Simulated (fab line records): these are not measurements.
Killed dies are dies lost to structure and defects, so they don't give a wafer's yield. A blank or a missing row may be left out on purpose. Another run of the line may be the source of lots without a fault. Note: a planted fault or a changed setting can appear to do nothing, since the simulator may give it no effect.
Which tool was responsible? -- flow gf180mcu -- 13 lots with 39 wafers sampled at 6 steps, on a route of 602 steps

## WHAT THE GAUGES SHOWED, per wafer
GF_VT_IMPLANT_RS_MEAS_47: uses a four-point probe to measure. Usual: for NWELL_RS the level is 488.3 ohm/sq and the standard deviation is 1.2.
lot,measured,on,NWELL_RS (ohm/sq),flag
L624,day 8 14:05,filmMetro-01,490.1 489.5 491.6,
L625,day 8 17:28,filmMetro-01,488.3 488.9 490.1,
L626,day 9 01:33,filmMetro-01,489.8 488.7 489.0,
L627,day 9 08:11,filmMetro-01,488.4 487.8 488.2,
L628,day 9 17:44,filmMetro-01,488.9 489.4 487.3,
L630,day 10 09:22,filmMetro-02,486.8 488.4 487.2,
L633,day 10 23:27,filmMetro-01,489.9 488.6 490.1,
L634,day 11 04:34,filmMetro-02,487.0 488.1 489.9,
L635,day 11 12:07,filmMetro-03,489.9 489.7 488.9,
L636,day 11 20:04,filmMetro-03,489.2 489.8 490.4,
L642,day 13 13:35,filmMetro-01,496.1 496.8 497.1 495.7 496.0 497.3,OFF
L643,day 13 14:38,filmMetro-02,496.9 495.5 495.9 496.9 494.8 495.5,OFF
L644,day 13 22:35,filmMetro-02,488.8 488.3 490.1,

GF_VT_IMPLANT_RS_MEAS_48: uses a four-point probe to measure. Usual: for LVPWELL_RS the level is 1209 ohm/sq and the standard deviation is 3.3.
lot,measured,on,LVPWELL_RS (ohm/sq),flag
L624,day 8 14:13,filmMetro-01,1212 1213 1211,
L625,day 8 17:35,filmMetro-01,1213 1211 1209,
L626,day 9 01:40,filmMetro-01,1208 1209 1211,
L627,day 9 08:18,filmMetro-01,1213 1212 1211,
L628,day 9 17:51,filmMetro-01,1212 1215 1212,
L630,day 10 09:29,filmMetro-02,1205 1203 1208,
L633,day 10 23:34,filmMetro-01,1214 1215 1216,
L634,day 11 04:41,filmMetro-02,1205 1206 1209,
L635,day 11 12:14,filmMetro-03,1210 1209 1210,
L636,day 11 20:11,filmMetro-03,1206 1211 1210,
L642,day 13 16:09,filmMetro-01,1205 1204 1205,
L643,day 13 18:19,filmMetro-02,1206 1206 1204,
L644,day 13 22:43,filmMetro-02,1212 1207 1212,

GF_V1_THK_MEAS_25: measures by xrf. Usual: for V1_W_THK the level is 367 nm and the standard deviation is 5.5.
lot,measured,on,V1_W_THK (nm),flag
L624,day 19 14:22,filmMetro-04,372 367 370,
L625,day 20 01:31,filmMetro-04,366 363 364,
L626,day 20 12:40,filmMetro-02,371 362 370,
L627,day 20 13:59,filmMetro-04,366 370 367,
L628,day 21 04:29,filmMetro-02,364 365 362,
L630,day 22 01:25,filmMetro-03,357 359 360,
L633,day 22 15:46,filmMetro-02,371 372 371,
L634,day 22 23:49,filmMetro-02,371 369 376,
L635,day 23 07:55,filmMetro-03,360 362 356,
L636,day 23 17:44,filmMetro-02,369 366 366,
L642,day 25 17:52,filmMetro-04,371 371 373,
L643,day 25 20:39,filmMetro-04,364 368 368,
L644,day 26 02:04,filmMetro-04,365 365 369,

GF_M3_CD_MEAS_14 targets a cd of 280 nm. Usual: cdNm at 279.6 nm, with a standard deviation of 1.3.
lot,measured,on,cdNm (nm),flag
L624,day 22 16:21,cdSem-01,281.2 281.1 280.9,
L625,day 23 03:26,cdSem-01,279.2 278.7 279.1,
L626,day 23 14:54,cdSem-01,277.1 277.8 278.0,
L627,day 23 16:47,cdSem-01,280.2 279.8 280.1,
L628,day 24 05:02,cdSem-01,279.3 279.1 278.9,
L630,day 25 01:05,cdSem-01,280.5 282.6 280.4,
L633,day 25 13:44,cdSem-02,278.8 279.3 277.2,
L634,day 25 20:35,cdSem-01,280.1 280.0 280.6,
L635,day 26 05:47,cdSem-01,280.3 279.6 278.5,
L636,day 26 13:54,cdSem-02,280.2 281.6 280.1,
L642,day 28 10:54,cdSem-01,277.9 278.6 278.4,
L643,day 28 13:05,cdSem-02,281.2 280.6 280.5,
L644,day 28 18:03,cdSem-01,277.6 278.8 279.2,

GF_V3_OVL_MEAS_15. Usual: for V3_OVL the level is 3 nm and the standard deviation is 5.8.
lot,measured,on,V3_OVL (nm),flag
L624,day 23 17:16,overlay-02,10 1 10,
L625,day 24 03:40,overlay-02,14 15 8,
L626,day 24 14:23,overlay-01,-1 8 -4,
L627,day 24 15:59,overlay-01,9 9 0,
L628,day 25 04:46,overlay-01,4 10 8,
L630,day 26 00:03,overlay-01,2 5 4,
L633,day 26 12:10,overlay-01,-3 -4 -2,
L634,day 26 18:59,overlay-01,10 10 -1,
L635,day 27 03:24,overlay-01,7 6 -1,
L636,day 27 11:44,overlay-01,5 11 5,
L642,day 29 07:39,overlay-01,8 -1 2,
L643,day 29 09:57,overlay-01,9 5 10,
L644,day 29 14:04,overlay-01,-3 -4 -1,

## EACH LOT AND THE TOOL THAT RAN IT (in order: tool; ch and the chambers of the sampled wafers; start)
lot,GF_NWELL_IMPLANT_08
L624,"implanter-01 ch 0, day 4 01:36"
L625,"implanter-02 ch 0, day 4 04:56"
L626,"implanter-04 ch 0, day 4 13:15"
L627,"implanter-02 ch 0, day 4 18:48"
L628,"implanter-04 ch 0, day 5 01:50"
L630,"implanter-04 ch 0, day 5 14:26"
L633,"implanter-02 ch 0, day 6 02:32"
L634,"implanter-01 ch 0, day 6 07:05"
L635,"implanter-01 ch 0, day 6 12:51"
L636,"implanter-04 ch 0, day 6 18:23"
L642,"implanter-02 ch 0, day 8 03:56"
L643,"implanter-02 ch 0, day 8 07:26"
L644,"implanter-01 ch 0, day 8 12:36"
- GF_NWELL_IMPLANT_08

## AS READ BY THE TOOLS THEMSELVES (means over the sampled wafers that have a number; for cases with no such wafer, the mark the record gives instead)
GF_NWELL_IMPLANT_08. Usual: beamEnergyKeV at 450.00, with a standard deviation of 0.15.
lot,tool,beamEnergyKeV,flag
L624,implanter-01,450.03,
L625,implanter-02,449.99,
L626,implanter-04,450.21,
L627,implanter-02,450.03,
L628,implanter-04,450.18,
L630,implanter-04,450.10,
L633,implanter-02,449.89,
L634,implanter-01,450.34,
L635,implanter-01,450.08,
L636,implanter-04,449.81,
L642,implanter-02,409.94,OFF
L643,implanter-02,410.22,OFF
L644,implanter-01,449.93,

## THE ANSWER, worked out from the rows above alone
Rule: lot off if the mean of its wafers having a number is beyond 3 standard deviations from the usual mean. Also off: a lot with no number at a reading for which 4 or more lots have one. Where the step has rows for the other lots, those lots are counted as sound. Order of review: gauges by route order, followed by the tools' own readings, for which a lot's mean as printed above is used. The first step at which some lot is off is used, and at that step the reading that is off furthest; a lot without a number counts as furthest.
Off: L642, L643, seen at GF_VT_IMPLANT_RS_MEAS_47 (NWELL_RS).
A tool fits if, at a process step before that reading, it ran every lot that is off, and no sound lot after the first of them. Not tried: the gauges at GF_VT_IMPLANT_RS_MEAS_47; whatever is off there is also off at GF_NWELL_IMPLANT_08, on other tools, and gauge error can't account for it. One fits: GF_NWELL_IMPLANT_08 on implanter-02. A fault onset in the window from L633 (day 6 02:32, its last sound lot) to L642 (day 8 03:56, its first lot off) fits.
The tool's own readings at GF_NWELL_IMPLANT_08 bear it out: on the lots that are off they differ by more than 5 times the standard deviation of the sound lots' means. beamEnergyKeV reads 410.08 there against 450.05 on the sound lots.

## WHAT THE SIMULATOR PUT IN
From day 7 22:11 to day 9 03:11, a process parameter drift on implanter-02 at GF_NWELL_IMPLANT_08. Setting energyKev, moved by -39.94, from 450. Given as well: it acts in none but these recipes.
Lots struck among those shown: L642, L643. The rule above found the same.
